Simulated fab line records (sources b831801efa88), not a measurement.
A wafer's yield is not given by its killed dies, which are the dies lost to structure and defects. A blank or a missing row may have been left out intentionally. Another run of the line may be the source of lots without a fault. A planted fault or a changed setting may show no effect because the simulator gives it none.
fab line records    flow sky130
record lots=12  wafers=35  lastDay=50
route steps=708 shown VIA2@520 METAL3@564 CAP2M@603 METAL4@633 PAD_OPEN@708
lots with no fault: from the same line, run without faults
startH: the number of hours between the record's first day and the start of the first shown wafer of the lot    waitH: hours since the lot's step before    " identical to the entry in the row above    L1.1+2: a single row standing in for several wafers    - value missing, or start not given    * or withheld: withheld    < > ~ a bound
route shown NAME@n: NAME is a module with steps in the file, n the number in the route of the first one    usual: average and standard deviation across the fault-free wafers    same: alike in all rows    chamber/n: place in a boat    sites: readings site by site    _std_site: the values' standard deviation    _edge_site: mean of outer sites minus mean of inner sites    radiusMm: for every site, how far away it sits from the centre of the wafer    mask NAME#n: copy n    behind: the last tool/chamber to shape the wafer    hold: the reason the lot was held/the length of the hold in hours/how it ended    device: the n, p or np transistor that did not switch    end of line: tests run on the same wafers once the route is complete    where a step has no rows: the recipe by itself    killed: dies lost to structure and defects at the first sort, not the wafer's yield    map: a wafer's dies, x killed, . not, _ none there
set.NAME: the setting the step ran with; set.NAME@STEP: the setting that earlier step ran with    model.NAME: the simulator's own value behind a step, which no gauge read
a sample of lots followed through the steps of the route, with each step as a table and each wafer as a row
services: from which hour (startH, from the record's first day; less than 0 if before it) a tool's chamber was out of use, for how many hours, and why
## steps
# step SKY_VIA2_OVL_MEAS_13
# usual VIA2_OVL=-2/5
lot.wafer  tool        chamber  startH   waitH  VIA2_OVL[nm]
L684.2     overlay-01  -        849.86   0.1    -6
L684.3     "           -        "        "      -10
L684.5     "           -        "        "      -5
L685.4     overlay-02  -        857.90   0.1    0
L685.5     "           -        "        "      0
L685.6     "           -        "        "      0
L686.3     overlay-02  -        861.21   0.1    1
L686.4     "           -        "        "      -1
L686.6     "           -        "        "      -6
L690.1     overlay-02  -        896.63   0.1    -8
L690.3     "           -        "        "      -2
L690.4     "           -        "        "      -1
L691.1     overlay-01  -        907.35   0.1    -1
L691.2     "           -        "        "      -8
L691.3     "           -        "        "      2
L692.3     overlay-01  -        916.70   0.1    -3
L692.4     "           -        "        "      -2
L692.5     "           -        "        "      -6
L694.3     overlay-01  -        925.56   0.1    3
L694.4     "           -        "        "      1
L694.6     "           -        "        "      1
L695.1     overlay-01  -        931.50   0.1    -6
L695.3     "           -        "        "      5
L695.5     "           -        "        "      -3
L699.2     overlay-02  -        956.44   0.1    7
L699.3     "           -        "        "      6
L699.6     "           -        "        "      4
L700.4     overlay-02  -        967.50   0.1    -7
L700.6     "           -        "        "      -6
L706.2     overlay-02  -        1004.04  0.1    -2
L706.4     "           -        "        "      5
L706.6     "           -        "        "      4
L707.1     overlay-01  -        1009.50  0.1    -3
L707.3     "           -        "        "      2
L707.6     "           -        "        "      0
# step SKY_METAL3_OVL_MEAS_14
# usual METAL3_OVL=2/4.8
lot.wafer  tool        chamber  startH   waitH  METAL3_OVL[nm]
L684.2     overlay-01  -        903.94   0.1    0
L684.3     "           -        "        "      4
L684.5     "           -        "        "      8
L685.4     overlay-02  -        910.96   0.1    7
L685.5     "           -        "        "      8
L685.6     "           -        "        "      3
L686.3     overlay-01  -        914.81   0.1    -3
L686.4     "           -        "        "      -3
L686.6     "           -        "        "      -5
L690.1     overlay-02  -        950.29   0.1    2
L690.3     "           -        "        "      -6
L690.4     "           -        "        "      -2
L691.1     overlay-02  -        959.93   0.1    0
L691.2     "           -        "        "      -2
L691.3     "           -        "        "      2
L692.3     overlay-01  -        967.86   0.1    4
L692.4     "           -        "        "      3
L692.5     "           -        "        "      13
L694.3     overlay-01  -        978.56   0.1    0
L694.4     "           -        "        "      6
L694.6     "           -        "        "      1
L695.1     overlay-01  -        984.10   0.1    4
L695.3     "           -        "        "      5
L695.5     "           -        "        "      2
L699.2     overlay-01  -        1008.24  0.1    -4
L699.3     "           -        "        "      -3
L699.6     "           -        "        "      -2
L700.4     overlay-01  -        1017.40  0.1    0
L700.6     "           -        "        "      6
L706.2     overlay-01  -        1050.89  0.1    5
L706.4     "           -        "        "      8
L706.6     "           -        "        "      9
L707.1     overlay-01  -        1056.59  0.1    -1
L707.3     "           -        "        "      -3
L707.6     "           -        "        "      2
# step SKY_CAP2M_CVD_00
# recipe material=SiO2  targetThkNm=15.5  tempC=400  timeS=withheld  rfW=450
# usual heaterPowerW=691/90
lot.wafer  tool      chamber  startH   waitH  heaterPowerW
L684.2     pecvd-02  2        931.81   0.0    661
L684.3     "         0        "        "      645
L684.5     "         0        "        "      656
L685.4     pecvd-01  1        939.45   0.0    618
L685.5     "         2        "        "      572
L685.6     "         0        "        "      803
L686.3     pecvd-04  2        943.59   0.0    915
L686.4     "         0        "        "      735
L686.6     "         2        "        "      908
L690.1     pecvd-01  0        979.17   0.0    785
L690.3     "         1        "        "      575
L690.4     "         0        "        "      797
L691.1     pecvd-02  1        987.70   0.0    706
L691.2     "         2        "        "      587
L691.3     "         2        "        "      588
L692.3     pecvd-02  1        995.46   0.0    795
L692.4     "         2        "        "      642
L692.5     "         1        "        "      787
L694.3     pecvd-04  1        1006.00  0.0    629
L694.4     "         2        "        "      911
L694.6     "         1        "        "      618
L695.1     pecvd-02  0        1011.01  0.0    698
L695.3     "         0        "        "      713
L695.5     "         2        "        "      661
L699.2     pecvd-02  1        1034.75  0.0    785
L699.3     "         2        "        "      555
L699.6     "         2        "        "      553
L700.4     pecvd-02  2        1044.17  0.0    677
L700.6     "         0        "        "      694
L706.2     pecvd-01  1        1075.29  0.0    601
L706.4     "         1        "        "      604
L706.6     "         0        "        "      772
L707.1     pecvd-01  2        1081.46  0.0    677
L707.3     "         1        "        "      656
L707.6     "         2        "        "      656
# step SKY_CAP2M_THK_MEAS_01
# recipe reads=SiO2_of_CAP2M_CVD_00
# usual CAP2M_CVD_00_THK=15.6/0.33
lot.wafer  tool          chamber  startH   waitH  CAP2M_CVD_00_THK[nm]
L684.2     filmMetro-01  -        931.84   -      15.4
L684.3     "             -        "        "      15.0
L684.5     "             -        "        "      15.2
L685.4     filmMetro-03  -        939.49   -      15.7
L685.5     "             -        "        "      16.0
L685.6     "             -        "        "      15.7
L686.3     filmMetro-04  -        943.63   -      15.3
L686.4     "             -        "        "      15.4
L686.6     "             -        "        "      15.5
L690.1     filmMetro-03  -        979.19   -      15.6
L690.3     "             -        "        "      15.4
L690.4     "             -        "        "      15.9
L691.1     filmMetro-04  -        987.73   -      15.6
L691.2     "             -        "        "      15.2
L691.3     "             -        "        "      15.4
L692.3     filmMetro-04  -        995.50   -      15.1
L692.4     "             -        "        "      14.9
L692.5     "             -        "        "      15.3
L694.3     filmMetro-01  -        1006.04  -      15.7
L694.4     "             -        "        "      15.5
L694.6     "             -        "        "      15.9
L695.1     filmMetro-03  -        1011.04  -      15.0
L695.3     "             -        "        "      15.4
L695.5     "             -        "        "      15.3
L699.2     filmMetro-03  -        1034.78  -      15.7
L699.3     "             -        "        "      15.3
L699.6     "             -        "        "      6.7
L700.4     filmMetro-03  -        1044.21  -      15.2
L700.6     "             -        "        "      6.4
L706.2     filmMetro-01  -        1075.32  -      15.7
L706.4     "             -        "        "      15.9
L706.6     "             -        "        "      16.0
L707.1     filmMetro-01  -        1081.48  -      15.7
L707.3     "             -        "        "      15.8
L707.6     "             -        "        "      15.9
# step SKY_CAP2M_THK_MEAS_04
# recipe thkMeasGauge=xrf  reads=TiN_of_CAP2M_SPUTTER_02
# usual CAP2M_TIN_THK=202.1/2.8
lot.wafer  tool          chamber  startH   waitH  CAP2M_TIN_THK[nm]
L684.2     filmMetro-04  -        932.13   0.1    202.9
L684.3     "             -        "        "      201.5
L684.5     "             -        "        "      199.7
L685.4     filmMetro-03  -        939.78   0.1    202.7
L685.5     "             -        "        "      200.3
L685.6     "             -        "        "      200.0
L686.3     filmMetro-04  -        943.92   0.1    200.1
L686.4     "             -        "        "      200.2
L686.6     "             -        "        "      204.2
L690.1     filmMetro-04  -        979.48   0.1    200.8
L690.3     "             -        "        "      202.6
L690.4     "             -        "        "      201.9
L691.1     filmMetro-03  -        988.02   0.1    202.8
L691.2     "             -        "        "      199.2
L691.3     "             -        "        "      201.7
L692.3     filmMetro-04  -        995.79   0.1    201.9
L692.4     "             -        "        "      204.8
L692.5     "             -        "        "      204.2
L694.3     filmMetro-03  -        1006.33  0.1    199.7
L694.4     "             -        "        "      198.4
L694.6     "             -        "        "      197.7
L695.1     filmMetro-03  -        1011.33  0.1    200.6
L695.3     "             -        "        "      199.7
L695.5     "             -        "        "      200.8
L699.2     filmMetro-04  -        1035.07  0.1    202.8
L699.3     "             -        "        "      201.1
L699.6     "             -        "        "      201.6
L700.4     filmMetro-04  -        1044.50  0.1    201.8
L700.6     "             -        "        "      199.6
L706.2     filmMetro-04  -        1075.61  0.1    206.2
L706.4     "             -        "        "      202.2
L706.6     "             -        "        "      203.1
L707.1     filmMetro-04  -        1081.77  0.1    207.9
L707.3     "             -        "        "      206.9
L707.6     "             -        "        "      206.7
# step SKY_METAL4_ETCH_17
# recipe target=SiO2  stopOn=TiN  chemistry=C4F8/O2/Ar  sourceW=1500  biasW=1200  pressureMtorr=40  c4f8FlowSccm=withheld  O2_flow_sccm=6  Ar_flow_sccm=300  timeS=3.9  targetDepthA=150
# usual oesProductAu=0.756/0.0093
lot.wafer  tool        chamber  startH   waitH  oesProductAu  rfHoursCounterH
L684.2     rieDiel-02  2        983.50   0.1    0.753         13
L684.3     "           1        "        "      0.752         11
L684.5     "           1        "        "      0.741         -
L685.4     rieDiel-04  3        988.80   0.0    0.763         17
L685.5     "           3        "        "      0.758         -
L685.6     "           0        "        "      0.753         -
L686.3     rieDiel-02  3        992.35   0.0    0.751         11
L686.4     "           0        "        "      0.750         10
L686.6     "           0        "        "      0.747         -
L690.1     rieDiel-02  2        1026.48  0.2    0.760         14
L690.3     "           1        "        "      0.751         13
L690.4     "           0        "        "      0.774         11
L691.1     rieDiel-02  2        1034.70  0.1    0.757         14
L691.2     "           1        "        "      0.748         13
L691.3     "           0        "        "      0.754         11
L692.3     rieDiel-01  2        1041.86  0.0    0.741         2
L692.4     "           2        "        "      0.740         -
L692.5     "           1        "        "      0.747         -
L694.3     rieDiel-02  2        1051.96  0.0    0.760         15
L694.4     "           0        "        "      0.743         12
L694.6     "           3        "        "      0.761         -
L695.1     rieDiel-01  2        1057.51  0.1    0.731         3
L695.3     "           0        "        "      0.752         16
L695.5     "           0        "        "      0.745         -
L699.2     rieDiel-01  2        1079.21  0.1    0.759         3
L699.3     "           3        "        "      0.750         21
L699.6     "           1        "        "      0.543         -
L700.4     rieDiel-04  1        1088.20  0.0    0.755         10
L700.6     "           2        "        "      0.527         -
L706.2     rieDiel-04  2        1117.05  0.1    0.748         14
L706.4     "           3        "        "      0.760         21
L706.6     "           0        "        "      0.763         -
L707.1     rieDiel-04  3        1122.65  0.1    0.760         21
L707.3     "           1        "        "      0.758         11
L707.6     "           3        "        "      0.758         -
# step SKY_PAD_OPEN_PROBE_99
# usual defectLimitedYield=82.9/1.7  killed_at_M0_to_M3=42/6.1  killed_at_M4_up=3.4/2  killedAtContacts=23/4.8  killedAtFrontEnd=15/3.8  killedAtOther=0.3/0.48  killedDies=84/8.5  killedOpen=46/6.8  killedShort=38/6.2
# same grossDies=492  killedAtBackSide=0
lot.wafer  tool       chamber  startH   waitH  defectLimitedYield[%]  killed_at_M0_to_M3  killed_at_M4_up  killedAtContacts  killedAtFrontEnd  killedAtOther  killedDies  killedOpen  killedShort
L684.2     prober-01  -        1079.49  0.1    80.9                   45                  2                30                16                1              94          51          42
L684.3     prober-01  -        1079.54  0.2    83.7                   38                  3                23                16                0              80          44          35
L684.5     prober-01  -        1079.64  0.2    83.9                   37                  2                25                14                1              79          47          32
L685.4     prober-02  -        1083.79  0.2    83.7                   38                  3                25                14                0              80          55          25
L685.5     prober-02  -        1083.84  0.2    79.9                   55                  3                21                20                0              99          51          48
L685.6     prober-02  -        1083.89  0.2    83.5                   34                  5                26                16                0              81          45          36
L686.3     prober-01  -        1088.24  0.2    80.7                   34                  5                36                20                0              95          51          44
L686.4     prober-01  -        1088.29  0.2    84.8                   44                  2                20                9                 0              75          42          33
L686.6     prober-01  -        1088.39  0.2    82.5                   47                  2                20                17                0              86          48          38
L690.1     prober-01  -        1116.94  0.1    82.9                   38                  5                31                10                0              84          41          43
L690.3     prober-01  -        1117.04  0.2    83.9                   37                  1                26                15                0              79          41          38
L690.4     prober-01  -        1117.09  0.2    87.0                   29                  5                24                6                 0              64          37          27
L691.1     prober-02  -        1125.09  0.1    85.0                   42                  4                15                13                0              74          43          31
L691.2     prober-02  -        1125.14  0.1    80.1                   48                  5                28                17                0              98          47          51
L691.3     prober-02  -        1125.19  0.2    85.6                   32                  3                24                12                0              71          46          25
L692.3     prober-01  -        1132.09  0.2    82.3                   36                  3                35                13                0              87          40          45
L692.4     prober-01  -        1132.14  0.2    84.3                   40                  4                20                12                1              77          40          35
L692.5     prober-01  -        1132.19  0.2    78.5                   49                  2                36                19                0              106         56          49
L694.3     prober-01  -        1140.69  0.2    82.5                   41                  3                23                19                0              86          47          39
L694.4     prober-01  -        1140.74  0.2    84.6                   35                  1                24                16                0              76          44          32
L694.6     prober-01  -        1140.84  0.2    82.7                   47                  4                18                16                0              85          51          34
L695.1     prober-02  -        1144.88  0.1    84.1                   38                  3                16                20                1              78          37          40
L695.3     prober-02  -        1144.98  0.2    84.8                   35                  4                20                16                0              75          35          40
L695.5     prober-02  -        1145.08  0.2    79.7                   51                  4                24                21                0              100         48          50
L699.2     prober-02  -        1162.67  0.1    86.2                   34                  0                21                12                1              68          30          38
L699.3     prober-02  -        1162.72  0.2    83.1                   35                  2                17                27                2              83          45          37
L699.6     prober-02  -        1162.87  0.2    81.1                   40                  3                31                18                1              93          58          34
L700.4     prober-01  -        1171.19  0.2    83.3                   38                  3                30                11                0              82          46          36
L700.6     prober-01  -        1171.29  0.2    82.1                   48                  2                22                15                1              88          44          43
L706.2     prober-02  -        1194.38  0.1    80.9                   46                  2                26                20                0              94          42          51
L706.4     prober-02  -        1194.48  0.2    83.3                   37                  3                31                11                0              82          43          39
L706.6     prober-02  -        1194.58  0.2    84.8                   38                  2                21                14                0              75          38          37
L707.3     prober-01  -        1198.13  0.2    83.3                   30                  4                33                15                0              82          55          27
L707.6     prober-01  -        1198.28  0.2    84.1                   43                  4                18                13                0              78          43          35
# killed by level:class
L684.2 VIA1:geometricParticle:open=10 LI_CONTACT:geometricParticle:open=10 CONTACT:geometricParticle:open=8 VIA3:geometricParticle:open=8 METAL2:geometricParticle:short=7 VIA3:geometricParticle:short=7 POLY_GATE:geometricParticle:open=5 LOCAL_INTERCONNECT:geometricParticle:short=5
L684.3 LI_CONTACT:geometricParticle:open=13 VIA1:geometricParticle:open=11 VIA3:geometricParticle:open=7 METAL2:geometricParticle:short=6 CONTACT:geometricParticle:open=5 VIA2:geometricParticle:short=5 FIELD_ISO:geometricParticle:short=4 FIELD_ISO:geometricParticle:open=3
L684.5 CONTACT:geometricParticle:open=10 VIA1:geometricParticle:open=8 CONTACT:geometricParticle:short=6 VIA3:geometricParticle:open=6 METAL2:geometricParticle:short=5 VIA2:geometricParticle:open=5 FIELD_ISO:geometricParticle:short=4 LI_CONTACT:geometricParticle:open=4
L685.4 CONTACT:geometricParticle:open=13 VIA1:geometricParticle:open=13 LI_CONTACT:geometricParticle:open=8 VIA3:geometricParticle:open=6 POLY_GATE:geometricParticle:open=5 VIA1:geometricParticle:short=4 METAL2:geometricParticle:short=4 POLY_GATE:geometricParticle:short=3
L685.5 VIA1:geometricParticle:open=12 CONTACT:geometricParticle:open=8 POLY_GATE:geometricParticle:short=6 METAL1:geometricParticle:short=6 METAL2:geometricParticle:short=6 VIA3:geometricParticle:open=6 POLY_GATE:geometricParticle:open=5 LI_CONTACT:geometricParticle:open=5
L685.6 CONTACT:geometricParticle:open=11 VIA1:geometricParticle:open=10 LI_CONTACT:geometricParticle:open=7 FIELD_ISO:geometricParticle:short=6 VIA2:geometricParticle:open=6 VIA1:geometricParticle:short=5 METAL4:geometricParticle:short=5 CONTACT:geometricParticle:short=4
L686.3 CONTACT:geometricParticle:open=13 FIELD_ISO:geometricParticle:short=9 VIA1:geometricParticle:open=7 VIA2:geometricParticle:open=7 CONTACT:geometricParticle:short=6 LI_CONTACT:geometricParticle:short=6 FIELD_ISO:geometricParticle:open=5 LI_CONTACT:geometricParticle:open=5
L686.4 CONTACT:geometricParticle:open=10 VIA1:geometricParticle:open=10 VIA2:geometricParticle:open=6 VIA3:geometricParticle:open=6 METAL1:geometricParticle:short=5 VIA1:geometricParticle:short=5 METAL3:geometricParticle:short=5 POLY_GATE:geometricParticle:open=4
L686.6 CONTACT:geometricParticle:open=10 VIA3:geometricParticle:open=10 METAL2:geometricParticle:short=7 POLY_GATE:geometricParticle:short=6 LI_CONTACT:geometricParticle:open=6 METAL1:geometricParticle:short=6 VIA1:geometricParticle:open=6 VIA2:geometricParticle:open=5
L690.1 LI_CONTACT:geometricParticle:open=12 VIA2:geometricParticle:open=6 LOCAL_INTERCONNECT:geometricParticle:short=6 CONTACT:geometricParticle:short=5 VIA1:geometricParticle:open=5 METAL2:geometricParticle:short=5 LI_CONTACT:geometricParticle:short=4 CONTACT:geometricParticle:open=4
L690.3 CONTACT:geometricParticle:open=9 VIA1:geometricParticle:open=9 CONTACT:geometricParticle:short=5 VIA1:geometricParticle:short=5 VIA3:geometricParticle:open=5 FIELD_ISO:geometricParticle:short=4 LOCAL_INTERCONNECT:geometricParticle:short=4 VIA2:geometricParticle:open=4
L690.4 VIA1:geometricParticle:open=12 LI_CONTACT:geometricParticle:open=7 CONTACT:geometricParticle:open=7 CONTACT:geometricParticle:short=4 METAL1:geometricParticle:short=4 VIA1:geometricParticle:short=4 METAL4:geometricParticle:short=4 FIELD_ISO:geometricParticle:open=3
L691.1 VIA1:geometricParticle:open=10 CONTACT:geometricParticle:open=8 METAL1:geometricParticle:short=8 VIA2:geometricParticle:open=8 FIELD_ISO:geometricParticle:open=6 VIA2:geometricParticle:short=4 POLY_GATE:geometricParticle:open=3 LI_CONTACT:geometricParticle:open=3
L691.2 CONTACT:geometricParticle:open=9 METAL1:geometricParticle:short=9 VIA1:geometricParticle:open=9 METAL2:geometricParticle:short=7 CONTACT:geometricParticle:short=6 FIELD_ISO:geometricParticle:short=5 VIA3:geometricParticle:open=5 LI_CONTACT:geometricParticle:open=5
L691.3 VIA1:geometricParticle:open=9 LI_CONTACT:geometricParticle:open=8 VIA2:geometricParticle:open=6 VIA3:geometricParticle:open=6 CONTACT:geometricParticle:open=5 CONTACT:geometricParticle:short=5 POLY_GATE:geometricParticle:open=4 METAL1:geometricParticle:short=4
L692.3 CONTACT:geometricParticle:open=17 LOCAL_INTERCONNECT:geometricParticle:short=8 METAL2:geometricParticle:short=7 VIA1:geometricParticle:short=6 VIA1:geometricParticle:open=6 FIELD_ISO:geometricParticle:short=5 VIA2:geometricParticle:open=4 LI_CONTACT:geometricParticle:open=3
L692.4 VIA3:geometricParticle:open=8 CONTACT:geometricParticle:open=7 METAL2:geometricParticle:short=7 VIA1:geometricParticle:open=6 POLY_GATE:geometricParticle:open=6 VIA2:geometricParticle:open=5 LI_CONTACT:geometricParticle:open=4 LOCAL_INTERCONNECT:geometricParticle:short=4
L692.5 CONTACT:geometricParticle:open=14 VIA1:geometricParticle:open=10 METAL2:geometricParticle:short=9 CONTACT:geometricParticle:short=8 LI_CONTACT:geometricParticle:open=7 VIA1:geometricParticle:short=7 FIELD_ISO:geometricParticle:short=6 METAL1:geometricParticle:short=6
L694.3 CONTACT:geometricParticle:open=10 FIELD_ISO:geometricParticle:open=7 VIA1:geometricParticle:open=7 CONTACT:geometricParticle:short=6 VIA2:geometricParticle:open=6 VIA3:geometricParticle:open=5 FIELD_ISO:geometricParticle:short=4 LI_CONTACT:geometricParticle:short=4
L694.4 VIA1:geometricParticle:open=8 CONTACT:geometricParticle:open=7 FIELD_ISO:geometricParticle:short=6 LI_CONTACT:geometricParticle:open=6 VIA3:geometricParticle:open=6 METAL1:geometricParticle:short=6 VIA2:geometricParticle:open=6 FIELD_ISO:geometricParticle:open=4
L694.6 VIA1:geometricParticle:open=12 FIELD_ISO:geometricParticle:open=8 VIA2:geometricParticle:open=7 LI_CONTACT:geometricParticle:open=6 CONTACT:geometricParticle:open=6 METAL2:geometricParticle:short=6 VIA3:geometricParticle:open=6 METAL1:geometricParticle:short=5
L695.1 VIA1:geometricParticle:open=9 VIA3:geometricParticle:open=8 CONTACT:geometricParticle:short=7 FIELD_ISO:geometricParticle:short=6 FIELD_ISO:geometricParticle:open=5 POLY_GATE:geometricParticle:short=5 VIA3:geometricParticle:short=5 LI_CONTACT:geometricParticle:open=4
L695.3 VIA2:geometricParticle:open=7 FIELD_ISO:geometricParticle:short=6 VIA1:geometricParticle:open=6 POLY_GATE:geometricParticle:short=5 CONTACT:geometricParticle:open=5 VIA3:geometricParticle:short=5 LI_CONTACT:geometricParticle:short=4 LI_CONTACT:geometricParticle:open=4
L695.5 POLY_GATE:geometricParticle:open=9 VIA1:geometricParticle:open=8 VIA3:geometricParticle:open=8 LOCAL_INTERCONNECT:geometricParticle:short=7 CONTACT:geometricParticle:open=7 METAL2:geometricParticle:short=7 VIA2:geometricParticle:short=6 LI_CONTACT:geometricParticle:open=5
L699.2 CONTACT:geometricParticle:open=6 VIA3:geometricParticle:open=6 CONTACT:geometricParticle:short=5 VIA2:geometricParticle:open=5 FIELD_ISO:geometricParticle:short=4 POLY_GATE:geometricParticle:open=4 LI_CONTACT:geometricParticle:short=4 METAL2:geometricParticle:short=4
L699.3 VIA1:geometricParticle:open=10 FIELD_ISO:geometricParticle:short=8 CONTACT:geometricParticle:open=7 FIELD_ISO:geometricParticle:open=5 POLY_GATE:geometricParticle:open=5 METAL2:geometricParticle:short=5 POLY_GATE:geometricParticle:short=4 LI_CONTACT:geometricParticle:open=4
L699.6 CONTACT:geometricParticle:open=15 VIA3:geometricParticle:open=9 VIA1:geometricParticle:open=6 VIA2:geometricParticle:open=6 FIELD_ISO:geometricParticle:open=5 LOCAL_INTERCONNECT:geometricParticle:short=5 METAL1:geometricParticle:short=5 LI_CONTACT:geometricParticle:open=4
L700.4 CONTACT:geometricParticle:open=15 VIA1:geometricParticle:open=10 CONTACT:geometricParticle:short=7 VIA1:geometricParticle:short=7 VIA2:geometricParticle:open=7 FIELD_ISO:geometricParticle:open=4 LOCAL_INTERCONNECT:geometricParticle:short=4 POLY_GATE:geometricParticle:short=3
L700.6 VIA1:geometricParticle:open=9 VIA2:geometricParticle:open=9 CONTACT:geometricParticle:open=7 METAL1:geometricParticle:short=7 VIA3:geometricParticle:short=7 LI_CONTACT:geometricParticle:open=6 METAL2:geometricParticle:short=5 LI_CONTACT:geometricParticle:short=5
L706.2 CONTACT:geometricParticle:short=9 METAL2:geometricParticle:short=9 METAL1:geometricParticle:short=8 CONTACT:geometricParticle:open=7 VIA1:geometricParticle:open=7 POLY_GATE:geometricParticle:short=5 LI_CONTACT:geometricParticle:open=5 VIA2:geometricParticle:open=5
L706.4 METAL1:geometricParticle:short=12 LI_CONTACT:geometricParticle:open=10 CONTACT:geometricParticle:short=7 CONTACT:geometricParticle:open=7 VIA2:geometricParticle:open=6 VIA3:geometricParticle:open=6 FIELD_ISO:geometricParticle:open=4 LOCAL_INTERCONNECT:geometricParticle:short=4
L706.6 CONTACT:geometricParticle:open=7 VIA1:geometricParticle:open=6 METAL1:geometricParticle:short=5 LOCAL_INTERCONNECT:geometricParticle:short=5 VIA2:geometricParticle:open=5 FIELD_ISO:geometricParticle:short=4 FIELD_ISO:geometricParticle:open=4 VIA3:geometricParticle:short=4
L707.3 LI_CONTACT:geometricParticle:open=11 CONTACT:geometricParticle:open=10 VIA3:geometricParticle:open=10 FIELD_ISO:geometricParticle:open=7 VIA1:geometricParticle:open=5 CONTACT:geometricParticle:short=4 VIA3:geometricParticle:short=4 FIELD_ISO:geometricParticle:short=3
L707.6 CONTACT:geometricParticle:open=11 VIA1:geometricParticle:open=9 VIA3:geometricParticle:open=9 METAL1:geometricParticle:short=6 METAL2:geometricParticle:short=4 VIA2:geometricParticle:short=4 FIELD_ISO:geometricParticle:open=3 FIELD_ISO:geometricParticle:short=3
## services
tool        chamber  startH   hours  kind
rieDiel-01  1        908.34   7.2    repair
rieDiel-04  3        912.33   5.2    repair
rieDiel-01  -        927.41   2.8    pm
rieDiel-02  3        927.68   4.2    repair
pecvd-01    -        931.19   2.2    repair
rieDiel-04  1        961.85   9.1    repair
rieDiel-02  0        974.20   7.0    repair
rieDiel-02  1        975.35   4.3    repair
pecvd-04    -        979.83   0.7    repair
pecvd-02    0        981.72   16.5   scheduledDown
pecvd-02    2        998.22   2.1    scheduledDown
pecvd-02    1        1000.35  -      clean
pecvd-02    1        1000.35  -      consumableReplace:showerhead
pecvd-02    1        1000.35  29.0   scheduledDown
rieDiel-01  -        1005.27  0.8    repair
pecvd-04    -        1027.23  2.8    pm
pecvd-04    -        1040.73  6.0    pm
rieDiel-01  3        1040.79  7.2    repair
pecvd-04    -        1059.85  0.8    repair
rieDiel-01  -        1065.98  0.5    repair
rieDiel-04  0        1075.39  5.1    repair
pecvd-02    2        1083.00  9.3    repair
rieDiel-02  0        1106.02  1.5    repair
pecvd-01    0        1107.42  12.6   repair
## key
firstSign step=SKY_CAP2M_THK_MEAS_01  reading=CAP2M_CVD_00_THK  direction=down  sigmas=27  usual=15.6  struck=6.5
effect step=SKY_METAL4_ETCH_17  reading=oesProductAu  direction=down  sigmas=24  usual=0.756  struck=0.535
metAt SKY_CAP2M_CVD_00
struckLots L699,L700
struckWafers L699.6,L700.6
notActingAt SKY_VIA2_OVL_MEAS_13,SKY_METAL3_OVL_MEAS_14,SKY_CAP2M_THK_MEAS_04
onsetBetween 1011.01 1034.75
fault kind=processParameterDrift  tool=pecvd-02  chamber=-  onsetH=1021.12  steps=SKY_CAP2M_CVD_00  channel=targetThkNm  offset=-8.7345  shape=step  endH=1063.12  scope=struckWafersOnly  actsIn=theseRecipesOnly  stated=15.5
